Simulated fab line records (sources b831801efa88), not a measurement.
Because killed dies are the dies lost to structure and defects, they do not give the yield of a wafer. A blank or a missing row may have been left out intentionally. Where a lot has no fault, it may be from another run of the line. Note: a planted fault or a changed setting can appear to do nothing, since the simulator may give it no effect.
What tool caused it? | flow sky130 | 33 wafers from 11 lots sampled at 6 of the route's 708 steps

## WHAT EACH GAUGE READ, for each wafer
SKY_METAL1_RS_MEAS_05: measurement is done with a four-point probe.
lot  | measured     | on            | METAL1_ALCU_RS (ohm/sq)
L570 | day 32 14:53 | film_metro-02 | 0.1289 0.1288 0.1275
L572 | day 33 17:45 | film_metro-02 | 0.1280 0.1296 0.1302
L573 | day 33 20:59 | film_metro-02 | 0.1254 0.1266 0.1243
L574 | day 33 21:04 | film_metro-01 | 0.1282 0.1291 0.1282
L576 | day 34 16:29 | film_metro-03 | 0.1287 0.1272 0.1246
L578 | day 35 00:28 | film_metro-01 | 0.1267 0.1250 0.1260
L579 | day 35 15:13 | film_metro-01 | 0.1281 0.1283 0.1283
L582 | day 36 10:01 | film_metro-01 | 0.1277 0.1260 0.1288
L590 | day 38 19:46 | film_metro-01 | 0.1273 0.1283 0.1289

## WHAT TOOL EACH LOT RAN ON (gives the tool, then ch and the chambers of the sampled wafers, and finally the start)
lot  | SKY_LI_CONTACT_SPUTTER_20    | SKY_CONTACT_ETCH_17                | SKY_CONTACT_ETCH_18                           | SKY_CONTACT_STRIP_19                 | SKY_CONTACT_SPUTTER_23
L570 | pvd_sputter-04, day 30 02:05 | rie_diel-03 ch 0,1,2, day 32 13:23 | rie_diel-03 ch 0,1,2, day 32 13:29 or earlier | plasma_asher-02 ch 0,1, day 32 13:29 | pvd_sputter-03, day 32 14:05
L572 | pvd_sputter-02, day 31 05:47 | rie_diel-01 ch 0,3, day 33 16:16   | rie_diel-01 ch 0,3, day 33 16:22 or earlier   | plasma_asher-02 ch 0,1, day 33 16:22 | pvd_sputter-04, day 33 16:57
L573 | pvd_sputter-03, day 31 09:47 | rie_diel-03 ch 1,2,3, day 33 19:25 | rie_diel-03 ch 1,2,3, day 33 19:30 or earlier | plasma_asher-03 ch 0,1, day 33 19:30 | pvd_sputter-04, day 33 20:05
L574 | pvd_sputter-02, day 31 10:19 | rie_diel-01 ch 1,3, day 33 19:26   | rie_diel-01 ch 1,3, day 33 19:32 or earlier   | plasma_asher-04 ch 0,1, day 33 19:32 | pvd_sputter-03, day 33 20:07
L576 | pvd_sputter-03, day 32 05:30 | rie_diel-02 ch 0,1,3, day 34 14:58 | rie_diel-02 ch 0,1,3, day 34 15:04 or earlier | plasma_asher-02 ch 0,1, day 34 15:04 | pvd_sputter-03, day 34 15:41
L578 | pvd_sputter-04, day 32 13:29 | rie_diel-02 ch 0,1,3, day 34 22:56 | rie_diel-02 ch 0,1,3, day 34 23:02 or earlier | plasma_asher-04 ch 0,1, day 34 23:02 | pvd_sputter-04, day 34 23:40
L579 | pvd_sputter-02, day 33 06:21 | rie_diel-03 ch 1,3, day 35 13:43   | rie_diel-03 ch 1,3, day 35 13:48 or earlier   | plasma_asher-02 ch 0,1, day 35 13:48 | pvd_sputter-04, day 35 14:23
L582 | pvd_sputter-02, day 33 23:53 | rie_diel-01 ch 1,3, day 36 08:28   | rie_diel-01 ch 1,3, day 36 08:34 or earlier   | plasma_asher-04 ch 0,1, day 36 08:34 | pvd_sputter-01, day 36 09:13
L585 | pvd_sputter-03, day 34 20:37 | rie_diel-01 ch 1,3, day 37 05:40   | rie_diel-01 ch 1,3, day 37 05:47 or earlier   | plasma_asher-02 ch 0,1, day 37 05:47 | pvd_sputter-01, day 37 06:23
L586 | pvd_sputter-04, day 35 01:53 | rie_diel-03 ch 0,1,2, day 37 10:04 | rie_diel-03 ch 0,1,2, day 37 10:09 or earlier | plasma_asher-04 ch 0,1, day 37 10:09 | pvd_sputter-01, day 37 10:47
L590 | pvd_sputter-03, day 36 11:02 | rie_diel-02 ch 0,1,3, day 38 18:10 | rie_diel-02 ch 0,1,3, day 38 18:18 or earlier | plasma_asher-04 ch 0,1, day 38 18:18 | pvd_sputter-04, day 38 18:52
- SKY_LI_CONTACT_SPUTTER_20: material TiN, target thk 20 nm, time 80 s.
- SKY_CONTACT_ETCH_17: etches SiO2 in C4F8/O2/Ar, stops on Si3N4, target depth 340 nm.
- SKY_CONTACT_ETCH_18: etches Si3N4 in CHF3/O2, stops on TiN, time 39 s, target depth 75 nm.
- SKY_CONTACT_STRIP_19: strips in O2/N2.
- SKY_CONTACT_SPUTTER_23: material TiN, target thk 20 nm, time 80 s.

## WHAT THE TOOLS THEMSELVES READ (means of the sampled wafers that have a number; where no wafer has one, the mark that the record gives instead)
SKY_LI_CONTACT_SPUTTER_20.
lot  | tool           | throttle_valve_pct (%)
L570 | pvd_sputter-04 | 28.9
L572 | pvd_sputter-02 | 29.0
L573 | pvd_sputter-03 | 29.5
L574 | pvd_sputter-02 | 29.6
L576 | pvd_sputter-03 | 29.1
L578 | pvd_sputter-04 | 29.7
L579 | pvd_sputter-02 | 30.5
L582 | pvd_sputter-02 | 29.8
L585 | pvd_sputter-03 | 29.2
L586 | pvd_sputter-04 | 29.1
L590 | pvd_sputter-03 | 28.4

SKY_CONTACT_ETCH_17.
lot  | tool        | bias_w (W) | chamber_pressure_mTorr (mTorr) | oes_product_au (a.u.)
L570 | rie_diel-03 | 1200       | 40.03                          | 0.890
L572 | rie_diel-01 | 1201       | 39.97                          | 0.893
L573 | rie_diel-03 | 1197       | 40.02                          | 0.890
L574 | rie_diel-01 | 1199       | 40.01                          | 0.893
L576 | rie_diel-02 | 1200       | 40.00                          | 0.893
L578 | rie_diel-02 | 1198       | 39.99                          | 0.889
L579 | rie_diel-03 | 1201       | 39.99                          | 0.891
L582 | rie_diel-01 | 1200       | 39.98                          | 0.892
L585 | rie_diel-01 | -          | -                              | -
L586 | rie_diel-03 | -          | -                              | -
L590 | rie_diel-02 | 1198       | 40.00                          | 0.884

SKY_CONTACT_ETCH_18.
lot  | tool        | O2_flow_sccm (sccm) | bias_w (W) | drypump_motor_current_A (A) | oes_product_au (a.u.) | throttle_valve_pct (%)
L570 | rie_diel-03 | 5.004               | 200.2      | 6.0                         | 0.850                 | 8.787
L572 | rie_diel-01 | 4.989               | 200.1      | 5.8                         | 0.849                 | 8.791
L573 | rie_diel-03 | 4.996               | 199.5      | 5.9                         | 0.853                 | 8.800
L574 | rie_diel-01 | 4.994               | 199.8      | 6.1                         | 0.861                 | 8.792
L576 | rie_diel-02 | 5.000               | 199.6      | 5.2                         | 0.850                 | 8.789
L578 | rie_diel-02 | 4.987               | 200.0      | 5.2                         | 0.844                 | 8.775
L579 | rie_diel-03 | 5.010               | 200.2      | 6.0                         | 0.851                 | 8.794
L582 | rie_diel-01 | 5.017               | 200.1      | 6.1                         | 0.850                 | 8.787
L585 | rie_diel-01 | 5.002               | 200.2      | 6.1                         | 0.372                 | 8.680
L586 | rie_diel-03 | 4.998               | 199.4      | 6.0                         | 0.375                 | 8.672
L590 | rie_diel-02 | 4.989               | 200.0      | 5.1                         | 0.860                 | 8.792

SKY_CONTACT_STRIP_19.
lot  | tool            | drypump_motor_current_A (A) | oes_product_au (a.u.) | strip_time_to_endpoint_s (s)
L570 | plasma_asher-02 | 5.3                         | 0.381                 | 3.65
L572 | plasma_asher-02 | 5.3                         | 0.382                 | 3.62
L573 | plasma_asher-03 | 5.9                         | 0.384                 | 3.62
L574 | plasma_asher-04 | 6.2                         | 0.376                 | 3.60
L576 | plasma_asher-02 | 5.2                         | 0.389                 | 3.63
L578 | plasma_asher-04 | 6.3                         | 0.380                 | 3.62
L579 | plasma_asher-02 | 5.3                         | 0.378                 | 3.59
L582 | plasma_asher-04 | 6.3                         | 0.378                 | 3.61
L585 | plasma_asher-02 | 5.4                         | 0.404                 | 4.26
L586 | plasma_asher-04 | 6.3                         | 0.411                 | 4.30
L590 | plasma_asher-04 | 6.3                         | 0.379                 | 3.58

SKY_CONTACT_SPUTTER_23.
lot  | tool           | throttle_valve_pct (%)
L570 | pvd_sputter-03 | 29.2
L572 | pvd_sputter-04 | 29.1
L573 | pvd_sputter-04 | 28.2
L574 | pvd_sputter-03 | 29.3
L576 | pvd_sputter-03 | 29.0
L578 | pvd_sputter-04 | 29.5
L579 | pvd_sputter-04 | 29.6
L582 | pvd_sputter-01 | 31.5
L585 | pvd_sputter-01 | 31.6
L586 | pvd_sputter-01 | 31.5
L590 | pvd_sputter-04 | 29.8

## THE ANSWER, worked out from the rows above alone
Rule: the usual values come from the lots themselves. Put in order of their means at a reading, lots are off if they are a third of the lots or fewer, leave a main group of 4 or more, and stand apart from it by a gap of 3 or more times the standard deviation of the main group's means; of several such gaps the widest counts. The tables above print the reading to a certain number of digits; a main group whose means all agree to those digits is not used. Also off: a lot with no number at a reading for which 4 or more lots have one. All remaining lots with rows at the step are treated as sound. The gauges are gone through in route order, then the tools' own readings, and for those a lot's mean is taken as printed above. The first step at which some lot is off is used, and at that step the reading that is off furthest; a lot without a number counts as furthest.
Off, at SKY_CONTACT_ETCH_17 on bias_w: L585, L586. Without a number there: L585, L586. Mean 1199 W and standard deviation 1.3 in the main group.
If a tool, at that step or one of the process steps before it, ran each lot that is off and ran no sound lot following the first of them, it fits. None of those tried fits.

## WHAT THE SIMULATOR PUT IN
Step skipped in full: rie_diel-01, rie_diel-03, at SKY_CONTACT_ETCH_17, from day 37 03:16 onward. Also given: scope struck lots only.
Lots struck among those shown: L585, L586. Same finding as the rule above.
